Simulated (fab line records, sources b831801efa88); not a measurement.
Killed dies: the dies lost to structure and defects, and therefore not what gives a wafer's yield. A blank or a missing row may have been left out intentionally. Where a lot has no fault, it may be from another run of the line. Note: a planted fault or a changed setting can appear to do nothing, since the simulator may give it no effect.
Comparing a struck lot with a sound one    flow sky130    21 steps out of a route of 708
Sound: wafers L932.1, L932.4, L932.6. Struck: wafer L942.5. (L942.4 of the same lot was not struck and is left out.) The cause comes at the end.
For every step that has rows: the tool of each side, followed by ch and its chambers, followed by its first start. Under that, the readings that differ: sound wafers    struck wafers    difference of the means    sigmas: that difference in standard deviations of wafers without a fault.
alike: words and numbers the same on both sides, and readings whose means are apart by under 2 such deviations; not compared: readings that were withheld, readings missing a value for some wafer, numbers with overlapping values and no deviation given by the record, and bounds like >300 which may hide the same value.
Wherever a step has rows on one side only, a row that says differs or no value, or a row with sigmas, the two part there. When numbers do not overlap yet have no deviation, they are printed without sigmas and do not part them. Lack of a reading on every wafer of one side parts them only where that side has two or more wafers.

first, 1 step without rows for these wafers: SKY_RES_XHIGH_IMPLANT_07.
SKY_RES_XHIGH_STRIP_08: strips in O2/N2.
  sound on plasmaAsher-03 ch 0,1, day 27 00:19; struck on plasmaAsher-03 ch 0, day 30 13:13
  alike: chamberPressureMTorr, drypumpMotorCurrentA, oesProductAu, stripTimeToEndpointS
  not compared: rfHoursCounterH
SKY_RES_XHIGH_TW_MEAS_09:
  sound: filmMetro-04 at day 27 00:25; struck: filmMetro-01 at day 30 13:19
  alike: RES_XHIGH_TW
then, 7 steps without rows for these wafers: SKY_SD_N_DEHYDRATE_00 (time 60 s); SKY_SD_N_HMDS_01 (prime time 60 s); SKY_SD_N_COAT_02 (resist thk 1140 nm); SKY_SD_N_SOFTBAKE_03 (time 60 s); SKY_SD_N_EXPOSE_04 (exposes mask NSDM, target cd 380 nm); SKY_SD_N_PEB_05; SKY_SD_N_DEVELOP_06 (develop time 60 s).
SKY_SD_N_CD_MEAS_07: the cd target is 380 nm.
  sound: cdSem-01 at day 28 04:37; struck: cdSem-02 at day 31 16:08
reading    sound              struck  difference  sigmas
cdNm (nm)  379.6 384.0 379.1  374.4   -6.5        -2
SKY_SD_N_OVL_MEAS_08:
  sound: overlay-01 at day 28 04:44; struck: overlay-01 at day 31 16:13
reading        sound           struck  difference  sigmas
SD_N_OVL (nm)  -1.4 -2.7 -1.9  1.4     +3.4        +2
SKY_SD_N_IMPLANT_09:
  sound on implanter-04 ch 0, day 28 04:46; struck on implanter-01 ch 0, day 31 16:19
reading           sound              struck  difference  sigmas
beamOnS (s)       19.8 19.9 19.7     17.1    -2.7        -4
faradayCurrentUA  11118 10955 11191  12878   +1790       +5
following that, these wafers have no rows for 1 step: SKY_SD_N_IMPLANT_10.
SKY_SD_N_STRIP_11: strips in O2/N2.
  sound on plasmaAsher-02 ch 0,1, day 28 05:04; struck on plasmaAsher-02 ch 1, day 31 16:34
reading                   sound              struck  difference  sigmas
oesProductAu (a.u.)       0.528 0.530 0.530  0.539   +0.010      +2
stripTimeToEndpointS (s)  22.63 22.57 22.60  21.84   -0.76       -15
  alike: chamberPressureMTorr, drypumpMotorCurrentA
  not compared: rfHoursCounterH
SKY_SD_N_TW_MEAS_12:
  sound: filmMetro-01 at day 28 05:10; struck: filmMetro-02 at day 31 16:40
  alike: SD_N_TW
then, 1 step without rows for these wafers: SKY_SD_N_CLEAN_13 (cleans in SC1/SC2, time 150 s).
SKY_SD_N_RTA_14: time 2 s.
  sound on rtpAnneal-02 ch 0, day 28 05:21; struck on rtpAnneal-01 ch 0, day 31 16:46
  alike: lampPowerPct, wafer_temp_C_max
SKY_SD_N_RS_MEAS_16: a four-point-probe measurement.
  sound: filmMetro-01 at day 28 05:32; struck: filmMetro-04 at day 31 16:59
reading           sound              struck  difference  sigmas
SD_N_RS (ohm/sq)  68.25 68.36 68.49  70.28   +1.91       +13
SKY_SD_N_RS_MEAS_17: a four-point-probe measurement.
  sound: filmMetro-01 at day 28 05:39; struck: filmMetro-04 at day 31 17:06
  alike: SD_P_RS
-- record jumps: 17 days separate the struck wafers' starts on either side; left off in module SD_N, taken up again in module PAD_OPEN, whose first shown step is the route's number 708 --
SKY_PAD_OPEN_PROBE_99:
  sound: prober-01 at day 45 22:55; struck: prober-01 at day 48 16:58
reading                         sound              struck  difference  sigmas
model.etest.resNdiff.lineOhmUm  764.5 763.4 769.6  822.5   +56.7       
model.etest.liconNdiff.rcOhm    175.8 174.7 175.4  189.1   +13.8       
model.etest.resNdiffHv.rsOhmSq  115.4 116 115.9    120.1   +4.3        
model.etest.resNdiff.rsOhmSq    122 122.2 120.9    125.7   +4.0        
  alike: killed_at_M0_to_M3, killed_at_M4_up, killedAtContacts, killedAtFrontEnd, killedAtOther, killedDies, killedOpen, killedShort

## WHERE THEY PART
First at SKY_SD_N_CD_MEAS_07; last, within this record, at SKY_SD_N_RS_MEAS_16. Later steps at which nothing parts them and some readings are alike: SKY_SD_N_RS_MEAS_17, SKY_PAD_OPEN_PROBE_99.

WHY: what the simulator had put in
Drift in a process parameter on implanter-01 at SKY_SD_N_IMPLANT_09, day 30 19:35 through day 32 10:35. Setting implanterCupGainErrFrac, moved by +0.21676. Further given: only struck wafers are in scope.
